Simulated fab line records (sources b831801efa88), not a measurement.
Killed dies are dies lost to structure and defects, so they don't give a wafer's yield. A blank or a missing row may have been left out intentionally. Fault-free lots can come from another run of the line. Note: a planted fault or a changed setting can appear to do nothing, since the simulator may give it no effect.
fab line records ; flow gf180mcu
record lots=15; wafers=45; last_day=34
route steps=602 shown POLY_GATE@174 HV_LDD@198
lots that met no fault: taken from a fault-free run of the same line
start_h: start of the lot's first displayed wafer, in hours after the record's first day ; wait_h: hours from the lot's prior step to this one ; " repeats the value in the row above ; L1.1+2: several wafers, shown together as one row ; - value missing, or start not given ; * or withheld: withheld ; < > ~ a bound
route shown NAME@n: a module of which the file shows steps, and the number in the route of the first ; usual: mean/standard deviation taken from wafers without a fault ; same: alike in all rows ; chamber/n: place in a boat ; sites: the reading at each site ; _std_site: their standard deviation ; _edge_site: the outer-site mean with the inner-site mean subtracted ; radius_mm: for every site, how far away it sits from the centre of the wafer ; mask NAME#n: copy n ; behind: the last tool/chamber to shape the wafer ; hold: why the lot went on hold/how many hours it stayed there/how the hold came to an end ; device: the n, p or np transistor that did not switch ; end of line: the tests these same wafers got at the end of their route ; a step with no rows: only its recipe ; killed: not the wafer's yield, but the dies lost to structure and defects at the first sort ; map: the dies of a wafer, with x for killed, . for not killed, _ for no die there
set.NAME: the setting that was run; set.NAME@STEP: the one run at that earlier step ; model.NAME: the simulator's own value behind a step, which no gauge read
one table for each step of the route and one row for each wafer, over a sample of lots
services: a tool's chamber out of use, with start hour (start_h, from the record's first day; less than 0 if before it), hours out, and reason
## steps
# step GF_POLY_GATE_THK_MEAS_17
# recipe reads=SiO2_of_POLY_GATE_OXIDATION_16
# usual POLY_GATE_OXIDATION_THK=4.00/0.079
lot.wafer;tool;chamber;start_h;wait_h;POLY_GATE_OXIDATION_THK[nm]
L874.1;film_metro-02;-;201.12;0.0;4.07
L874.2;film_metro-02;-;201.12;0.0;4.02
L874.5;film_metro-02;-;201.12;0.0;4.07
L875.1;film_metro-01;-;207.37;0.0;3.98
L875.4;film_metro-01;-;207.37;0.0;4.02
L875.5;film_metro-01;-;207.37;0.0;3.97
L877.1;film_metro-03;-;219.53;0.0;3.93
L877.3;film_metro-03;-;219.53;0.0;4.11
L877.6;film_metro-03;-;219.53;0.0;3.96
L878.1;film_metro-03;-;229.16;0.0;4.13
L878.2;film_metro-03;-;229.16;0.0;4.06
L878.5;film_metro-03;-;229.16;0.0;4.14
L879.3;film_metro-02;-;234.02;0.0;3.93
L879.5;film_metro-02;-;234.02;0.0;3.99
L879.6;film_metro-02;-;234.02;0.0;3.98
L880.2;film_metro-02;-;242.77;0.0;4.16
L880.3;film_metro-02;-;242.77;0.0;3.96
L880.5;film_metro-02;-;242.77;0.0;4.13
L884.2;film_metro-02;-;269.93;0.0;4.10
L884.3;film_metro-02;-;269.93;0.0;3.98
L884.4;film_metro-02;-;269.93;0.0;3.98
L888.2;film_metro-02;-;298.43;0.0;4.09
L888.4;film_metro-02;-;298.43;0.0;4.01
L888.5;film_metro-02;-;298.43;0.0;4.07
L889.4;film_metro-02;-;305.69;0.0;3.95
L889.5;film_metro-02;-;305.69;0.0;3.92
L889.6;film_metro-02;-;305.69;0.0;3.86
L890.1;film_metro-03;-;313.30;0.0;3.94
L890.2;film_metro-03;-;313.30;0.0;4.02
L890.6;film_metro-03;-;313.30;0.0;4.02
L891.2;film_metro-01;-;325.84;0.0;3.96
L891.4;film_metro-01;-;325.84;0.0;3.96
L891.6;film_metro-01;-;325.84;0.0;3.91
L892.2;film_metro-02;-;325.84;0.0;4.01
L892.5;film_metro-02;-;325.84;0.0;3.95
L892.6;film_metro-02;-;325.84;0.0;3.92
L893.1;film_metro-02;-;334.02;0.0;3.89
L893.2;film_metro-02;-;334.02;0.0;4.00
L893.5;film_metro-02;-;334.02;0.0;3.97
L894.2;film_metro-02;-;338.33;0.0;4.08
L894.3;film_metro-02;-;338.33;0.0;4.10
L894.5;film_metro-02;-;338.33;0.0;4.06
L895.2;film_metro-01;-;353.33;0.0;4.02
L895.3;film_metro-01;-;353.33;0.0;3.95
L895.5;film_metro-01;-;353.33;0.0;3.96
# step GF_HV_LDD_STRIP_22
# recipe chemistry=O2/N2; power_w=1400; pressure_mtorr=1500; platen_temp_c=250; o2_flow_sccm=3000; n2_flow_sccm=300; overash_fraction=0.5
# usual drypump_motor_current_A=5.9/0.44; heater_power_w=313/15; n2_flow_sccm=300.0/0.93; oes_product_au=0.715/0.0046; platen_temp_c=249.96/0.17; strip_time_to_endpoint_s=12.61/0.033
lot.wafer;tool;chamber;start_h;wait_h;drypump_motor_current_A;heater_power_w;n2_flow_sccm;oes_product_au;platen_temp_c;rf_hours_counter_h;strip_time_to_endpoint_s
L874.1;plasma_asher-03;1;237.01;0.1;5.1;293;299.7;0.711;250.12;61;12.65
L874.2;plasma_asher-03;0;237.01;0.1;5.9;305;299.1;0.712;249.96;61;12.66
L874.5;plasma_asher-03;0;237.01;0.1;5.9;318;300.0;0.715;250.04;-;12.64
L875.1;plasma_asher-04;0;244.07;0.1;6.3;343;298.9;0.711;249.64;59;12.57
L875.4;plasma_asher-04;0;244.07;0.1;6.3;335;300.7;0.723;249.60;-;12.55
L875.5;plasma_asher-04;1;244.07;0.1;6.2;311;299.0;0.713;250.03;-;12.57
L877.1;plasma_asher-04;0;256.47;0.1;6.3;334;299.9;0.722;250.09;60;12.63
L877.3;plasma_asher-04;0;256.47;0.1;6.2;338;299.7;0.716;250.11;-;12.61
L877.6;plasma_asher-04;1;256.47;0.1;6.3;316;299.3;0.716;249.88;-;12.64
L878.1;plasma_asher-03;1;266.36;0.1;5.1;293;299.1;0.719;250.11;65;12.63
L878.2;plasma_asher-03;0;266.36;0.1;5.8;308;299.8;0.715;250.20;65;12.63
L878.5;plasma_asher-03;1;266.36;0.1;5.1;308;300.5;0.720;250.11;-;12.63
L879.3;plasma_asher-03;1;272.59;0.1;5.1;295;299.9;0.719;250.16;-;12.66
L879.5;plasma_asher-03;0;272.59;0.1;5.9;304;301.2;0.717;249.73;-;12.60
L879.6;plasma_asher-03;1;272.59;0.1;5.1;295;299.4;0.711;250.13;-;12.66
L880.2;plasma_asher-04;1;281.36;0.1;6.2;314;298.2;0.710;250.05;63;12.58
L880.3;plasma_asher-04;0;281.36;0.1;6.3;330;300.6;0.715;249.78;-;12.59
L880.5;plasma_asher-04;0;281.36;0.1;6.3;340;299.1;0.714;249.91;-;12.56
L884.2;plasma_asher-02;0;310.26;0.1;5.7;299;300.8;0.715;249.80;50;12.65
L884.3;plasma_asher-02;0;310.26;0.1;5.7;302;300.3;0.710;250.06;-;12.63
L884.4;plasma_asher-02;1;310.26;0.1;6.2;330;300.8;0.723;249.89;-;12.66
L888.2;plasma_asher-04;1;340.46;0.1;6.2;313;300.5;0.715;249.93;69;12.61
L888.4;plasma_asher-04;0;340.46;0.1;6.3;345;299.3;0.711;250.00;-;12.62
L888.5;plasma_asher-04;0;340.46;0.1;6.3;332;299.6;0.723;250.05;-;12.65
L889.4;plasma_asher-04;1;348.25;0.1;6.2;312;298.5;0.716;249.95;-;12.61
L889.5;plasma_asher-04;1;348.25;0.1;6.2;315;298.6;0.713;250.33;-;12.59
L889.6;plasma_asher-04;0;348.25;0.1;6.3;337;301.6;0.711;249.64;-;12.61
L890.1;plasma_asher-03;1;355.16;0.1;5.1;295;299.9;0.706;249.71;74;12.62
L890.2;plasma_asher-03;0;355.16;0.1;5.9;307;299.5;0.716;249.84;74;12.59
L890.6;plasma_asher-03;0;355.16;0.1;5.9;302;299.4;0.718;249.68;-;12.61
L891.2;plasma_asher-02;0;370.05;0.1;5.7;299;300.0;0.718;249.89;56;12.64
L891.4;plasma_asher-02;0;370.05;0.1;5.7;302;301.8;0.709;250.23;-;12.61
L891.6;plasma_asher-02;0;370.05;0.1;5.7;302;299.8;0.715;249.97;-;12.64
L892.2;plasma_asher-04;0;370.35;0.1;6.3;334;299.0;0.709;249.96;72;12.69
L892.5;plasma_asher-04;1;370.35;0.1;6.2;315;300.9;0.719;249.97;-;12.67
L892.6;plasma_asher-04;0;370.35;0.1;6.3;336;299.8;0.719;250.10;-;12.62
L893.1;plasma_asher-04;1;378.70;0.1;6.2;318;300.2;0.719;249.76;73;12.61
L893.2;plasma_asher-04;0;378.70;0.1;6.3;336;300.5;0.720;250.12;73;12.60
L893.5;plasma_asher-04;1;378.70;0.1;6.2;317;299.2;0.707;250.04;-;12.62
L894.2;plasma_asher-04;0;383.46;0.1;6.3;330;300.0;0.717;249.95;74;12.55
L894.3;plasma_asher-04;0;383.46;0.1;6.3;334;300.2;0.705;249.63;-;12.58
L894.5;plasma_asher-04;0;383.46;0.1;6.2;328;300.2;0.719;249.88;-;12.59
L895.2;plasma_asher-04;0;398.60;0.1;6.3;327;300.5;0.715;250.13;76;12.63
L895.3;plasma_asher-04;1;398.60;0.1;6.2;309;300.1;0.712;249.72;-;12.60
L895.5;plasma_asher-04;1;398.60;0.1;6.2;310;299.7;0.711;249.81;-;12.62
# step GF_HV_LDD_IMPLANT_35
# recipe species=P; energy_kev=60; dose_cm2=7.5e+12; tilt_deg=30; rotation_deg=180
# usual beam_energy_keV=59.993/0.018; beam_on_s=9.99/0.2; rotation_deg=180.00/0.038
lot.wafer;tool;chamber;start_h;wait_h;beam_energy_keV;beam_on_s;rotation_deg
L874.1;implanter-03;0;255.61;0.1;60.021;10.14;180.01
L874.2;implanter-03;0;255.61;0.1;60.023;10.20;179.99
L874.5;implanter-03;0;255.61;0.1;60.010;9.93;179.93
L875.1;implanter-03;0;263.77;0.1;59.974;9.85;180.03
L875.4;implanter-03;0;263.77;0.1;59.983;9.85;179.99
L875.5;implanter-03;0;263.77;0.1;59.988;9.82;179.99
L877.1;implanter-04;0;276.66;0.1;59.973;10.22;180.03
L877.3;implanter-04;0;276.66;0.1;59.973;9.83;180.02
L877.6;implanter-04;0;276.66;0.1;59.982;9.47;180.01
L878.1;implanter-04;0;285.81;0.1;59.966;10.34;179.93
L878.2;implanter-04;0;285.81;0.1;59.994;10.08;180.01
L878.5;implanter-04;0;285.81;0.1;59.977;10.19;179.90
L879.3;implanter-03;0;292.31;0.1;59.964;10.08;180.05
L879.5;implanter-03;0;292.31;0.1;59.967;10.04;180.12
L879.6;implanter-03;0;292.31;0.1;59.972;9.88;179.88
L880.2;implanter-03;0;301.58;0.1;59.977;9.70;180.02
L880.3;implanter-03;0;301.58;0.1;59.989;10.17;179.94
L880.5;implanter-03;0;301.58;0.1;59.978;9.81;180.02
L884.2;implanter-03;0;331.38;0.1;59.997;10.08;180.02
L884.3;implanter-03;0;331.38;0.1;60.006;10.26;179.99
L884.4;implanter-03;0;331.38;0.1;59.976;9.79;180.01
L888.2;implanter-02;-;362.54;0.1;-;-;-
L888.4;implanter-02;-;362.54;0.1;-;-;-
L888.5;implanter-02;-;362.54;0.1;-;-;-
L889.4;implanter-04;-;370.88;0.1;-;-;-
L889.5;implanter-04;-;370.88;0.1;-;-;-
L889.6;implanter-04;-;370.88;0.1;-;-;-
L890.1;implanter-04;-;378.16;0.1;-;-;-
L890.2;implanter-04;-;378.16;0.1;-;-;-
L890.6;implanter-04;-;378.16;0.1;-;-;-
L891.2;implanter-04;0;393.79;0.1;60.047;10.10;180.02
L891.4;implanter-04;0;393.79;0.1;59.993;9.60;179.98
L891.6;implanter-04;0;393.79;0.1;59.997;9.77;179.97
L892.2;implanter-03;0;393.93;0.1;59.966;9.63;179.97
L892.5;implanter-03;0;393.93;0.1;59.979;10.01;179.91
L892.6;implanter-03;0;393.93;0.1;59.992;9.81;180.04
L893.1;implanter-02;0;401.90;0.1;59.982;10.00;179.96
L893.2;implanter-02;0;401.90;0.1;59.987;10.18;180.00
L893.5;implanter-02;0;401.90;0.1;59.969;9.79;179.96
L894.2;implanter-02;0;407.23;0.1;60.012;9.87;180.01
L894.3;implanter-02;0;407.23;0.1;59.998;10.19;180.00
L894.5;implanter-02;0;407.23;0.1;59.976;10.17;180.03
L895.2;implanter-02;0;422.68;0.1;59.993;9.83;179.97
L895.3;implanter-02;0;422.68;0.1;60.011;9.59;180.01
L895.5;implanter-02;0;422.68;0.1;60.000;10.38;180.00
# step GF_HV_LDD_TW_MEAS_38
# usual HV_LDD_3_TW=1413/15
lot.wafer;tool;chamber;start_h;wait_h;HV_LDD_3_TW
L874.1;film_metro-04;-;256.01;0.1;1401
L874.2;film_metro-04;-;256.01;0.1;1395
L874.5;film_metro-04;-;256.01;0.1;1395
L875.1;film_metro-02;-;264.17;0.1;1425
L875.4;film_metro-02;-;264.17;0.1;1414
L875.5;film_metro-02;-;264.17;0.1;1422
L877.1;film_metro-01;-;277.06;0.1;1426
L877.3;film_metro-01;-;277.06;0.1;1427
L877.6;film_metro-01;-;277.06;0.1;1424
L878.1;film_metro-04;-;286.21;0.1;1399
L878.2;film_metro-04;-;286.21;0.1;1409
L878.5;film_metro-04;-;286.21;0.1;1395
L879.3;film_metro-04;-;292.68;0.1;1398
L879.5;film_metro-04;-;292.68;0.1;1402
L879.6;film_metro-04;-;292.68;0.1;1389
L880.2;film_metro-04;-;301.97;0.1;1399
L880.3;film_metro-04;-;301.97;0.1;1395
L880.5;film_metro-04;-;301.97;0.1;1398
L884.2;film_metro-04;-;331.77;0.1;1408
L884.3;film_metro-04;-;331.77;0.1;1402
L884.4;film_metro-04;-;331.77;0.1;1404
L888.2;film_metro-04;-;362.92;0.1;1289
L888.4;film_metro-04;-;362.92;0.1;1288
L888.5;film_metro-04;-;362.92;0.1;1281
L889.4;film_metro-01;-;371.23;0.1;1303
L889.5;film_metro-01;-;371.23;0.1;1315
L889.6;film_metro-01;-;371.23;0.1;1305
L890.1;film_metro-01;-;378.56;0.1;1307
L890.2;film_metro-01;-;378.56;0.1;1308
L890.6;film_metro-01;-;378.56;0.1;1304
L891.2;film_metro-04;-;394.17;0.1;1404
L891.4;film_metro-04;-;394.17;0.1;1394
L891.6;film_metro-04;-;394.17;0.1;1393
L892.2;film_metro-04;-;394.31;0.1;1399
L892.5;film_metro-04;-;394.31;0.1;1394
L892.6;film_metro-04;-;394.31;0.1;1398
L893.1;film_metro-01;-;402.30;0.1;1430
L893.2;film_metro-01;-;402.30;0.1;1436
L893.5;film_metro-01;-;402.30;0.1;1440
L894.2;film_metro-04;-;407.61;0.1;1398
L894.3;film_metro-04;-;407.61;0.1;1389
L894.5;film_metro-04;-;407.61;0.1;1399
L895.2;film_metro-02;-;423.06;0.1;1413
L895.3;film_metro-02;-;423.06;0.1;1418
L895.5;film_metro-02;-;423.06;0.1;1410
# step GF_HV_LDD_CD_MEAS_46
# recipe target_cd_nm=400
# usual cd_nm=400.2/2.3
lot.wafer;tool;chamber;start_h;wait_h;cd_nm
L874.1;cd_sem-01;-;274.90;0.1;403.0
L874.2;cd_sem-01;-;274.90;0.1;402.1
L874.5;cd_sem-01;-;274.90;0.1;404.4
L875.1;cd_sem-01;-;283.50;0.1;402.6
L875.4;cd_sem-01;-;283.50;0.1;402.1
L875.5;cd_sem-01;-;283.50;0.1;399.6
L877.1;cd_sem-02;-;296.20;0.1;404.2
L877.3;cd_sem-02;-;296.20;0.1;403.1
L877.6;cd_sem-02;-;296.20;0.1;403.3
L878.1;cd_sem-02;-;305.55;0.1;396.7
L878.2;cd_sem-02;-;305.55;0.1;395.0
L878.5;cd_sem-02;-;305.55;0.1;397.8
L879.3;cd_sem-02;-;312.90;0.1;398.6
L879.5;cd_sem-02;-;312.90;0.1;403.1
L879.6;cd_sem-02;-;312.90;0.1;401.3
L880.2;cd_sem-01;-;322.37;0.1;401.2
L880.3;cd_sem-01;-;322.37;0.1;403.0
L880.5;cd_sem-01;-;322.37;0.1;400.6
L884.2;cd_sem-01;-;352.93;0.1;402.9
L884.3;cd_sem-01;-;352.93;0.1;401.5
L884.4;cd_sem-01;-;352.93;0.1;401.2
L888.2;cd_sem-01;-;385.37;0.1;398.5
L888.4;cd_sem-01;-;385.37;0.1;396.3
L888.5;cd_sem-01;-;385.37;0.1;398.3
L889.4;cd_sem-01;-;394.41;0.1;401.9
L889.5;cd_sem-01;-;394.41;0.1;400.5
L889.6;cd_sem-01;-;394.41;0.1;402.8
L890.1;cd_sem-02;-;401.35;0.1;398.7
L890.2;cd_sem-02;-;401.35;0.1;401.7
L890.6;cd_sem-02;-;401.35;0.1;399.4
L891.2;cd_sem-02;-;417.37;0.1;402.6
L891.4;cd_sem-02;-;417.37;0.1;401.4
L891.6;cd_sem-02;-;417.37;0.1;399.4
L892.2;cd_sem-02;-;418.53;0.1;399.6
L892.5;cd_sem-02;-;418.53;0.1;398.0
L892.6;cd_sem-02;-;418.53;0.1;397.8
L893.1;cd_sem-01;-;425.81;0.1;401.6
L893.2;cd_sem-01;-;425.81;0.1;400.0
L893.5;cd_sem-01;-;425.81;0.1;403.5
L894.2;cd_sem-02;-;431.27;0.1;399.8
L894.3;cd_sem-02;-;431.27;0.1;399.0
L894.5;cd_sem-02;-;431.27;0.1;397.0
L895.2;cd_sem-01;-;447.47;0.1;400.0
L895.3;cd_sem-01;-;447.47;0.1;397.1
L895.5;cd_sem-01;-;447.47;0.1;398.0
# step GF_HV_LDD_RS_MEAS_53
# recipe thk_meas_gauge=four-point-probe
# usual HV_LDD_RS=419.3/0.94
lot.wafer;tool;chamber;start_h;wait_h;HV_LDD_RS[ohm/sq]
L874.1;film_metro-01;-;275.50;0.1;418.5
L874.2;film_metro-01;-;275.50;0.1;419.3
L874.5;film_metro-01;-;275.50;0.1;419.4
L875.1;film_metro-01;-;284.08;0.1;419.1
L875.4;film_metro-01;-;284.08;0.1;419.4
L875.5;film_metro-01;-;284.08;0.1;419.2
L877.1;film_metro-02;-;296.79;0.1;420.1
L877.3;film_metro-02;-;296.79;0.1;420.3
L877.6;film_metro-02;-;296.79;0.1;420.0
L878.1;film_metro-04;-;306.13;0.1;417.4
L878.2;film_metro-04;-;306.13;0.1;419.2
L878.5;film_metro-04;-;306.13;0.1;418.6
L879.3;film_metro-02;-;313.48;0.1;419.6
L879.5;film_metro-02;-;313.48;0.1;418.6
L879.6;film_metro-02;-;313.48;0.1;419.3
L880.2;film_metro-01;-;322.96;0.1;419.9
L880.3;film_metro-01;-;322.96;0.1;418.6
L880.5;film_metro-01;-;322.96;0.1;417.7
L884.2;film_metro-02;-;353.52;0.1;420.1
L884.3;film_metro-02;-;353.52;0.1;419.3
L884.4;film_metro-02;-;353.52;0.1;419.9
L888.2;film_metro-02;-;385.95;0.1;440.4
L888.4;film_metro-02;-;385.95;0.1;440.3
L888.5;film_metro-02;-;385.95;0.1;441.0
L889.4;film_metro-04;-;395.00;0.1;441.3
L889.5;film_metro-04;-;395.00;0.1;440.3
L889.6;film_metro-04;-;395.00;0.1;439.6
L890.1;film_metro-02;-;401.94;0.1;442.0
L890.2;film_metro-02;-;401.94;0.1;442.6
L890.6;film_metro-02;-;401.94;0.1;440.3
L891.2;film_metro-02;-;417.95;0.1;417.6
L891.4;film_metro-02;-;417.95;0.1;417.6
L891.6;film_metro-02;-;417.95;0.1;418.7
L892.2;film_metro-01;-;419.11;0.1;420.3
L892.5;film_metro-01;-;419.11;0.1;420.6
L892.6;film_metro-01;-;419.11;0.1;420.1
L893.1;film_metro-04;-;426.39;0.1;418.6
L893.2;film_metro-04;-;426.39;0.1;419.1
L893.5;film_metro-04;-;426.39;0.1;419.9
L894.2;film_metro-01;-;431.85;0.1;419.3
L894.3;film_metro-01;-;431.85;0.1;420.1
L894.5;film_metro-01;-;431.85;0.1;420.7
L895.2;film_metro-01;-;448.05;0.1;419.3
L895.3;film_metro-01;-;448.05;0.1;418.5
L895.5;film_metro-01;-;448.05;0.1;418.7
## services
tool;chamber;start_h;hours;kind
implanter-03;-;231.87;1.1;repair
plasma_asher-02;-;234.37;4.3;pm
implanter-04;-;247.29;6.3;pm
plasma_asher-02;-;272.93;4.9;repair
implanter-02;-;296.39;3.3;repair
implanter-03;-;325.69;3.1;repair
implanter-04;-;337.61;1.8;repair
implanter-03;-;347.02;2.0;pm
implanter-02;-;350.41;3.9;pm
plasma_asher-02;-;381.10;25.7;repair
implanter-02;-;388.64;6.9;repair
plasma_asher-03;-;396.13;0.4;repair
implanter-03;-;399.27;4.8;repair
plasma_asher-03;-;421.25;9.0;pm
plasma_asher-03;0;421.25;9.7;vent_cycle
plasma_asher-03;1;421.25;9.7;vent_cycle
## key
first_sign step=GF_HV_LDD_IMPLANT_35; reading=tool_record; direction=missing
effect step=GF_HV_LDD_TW_MEAS_38; reading=HV_LDD_3_TW; direction=down; sigmas=7.5; usual=1413; struck=1300
effect step=GF_HV_LDD_RS_MEAS_53; reading=HV_LDD_RS; direction=up; sigmas=23; usual=419.3; struck=440.9
met_at GF_HV_LDD_IMPLANT_35
struck_lots L888,L889,L890
later_rows_left_out L888.2,L888.4,L888.5,L889.4,L889.5,L889.6,L890.1,L890.2,L890.6
sort_left_out L888.2,L888.4,L888.5,L889.4,L889.5,L889.6,L890.1,L890.2,L890.6
tester_left_out L888,L889,L890
not_acting_at GF_POLY_GATE_THK_MEAS_17,GF_HV_LDD_STRIP_22,GF_HV_LDD_CD_MEAS_46
onset_between 285.81 362.54
fault kind=skipped_step_whole; tool=implanter-02,implanter-04; chamber=-; onset_h=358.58; steps=GF_HV_LDD_IMPLANT_35; scope=struck_lots_only
# tester_left_out: of these lots the tester's yield and bins aren't shown, on N5 and GAA mostly nor the transistor test; their killed dies are dies lost to structure and defects alone, not to doping, threshold or leakage, so they don't give the yield
# sort_left_out: the simulated sort isn't trusted on such a fault, so these wafers' sort isn't shown, and their yield isn't known
# later_rows_left_out: the simulator's readings of these wafers behind a module that went badly wrong aren't trusted and aren't shown, but for the sort
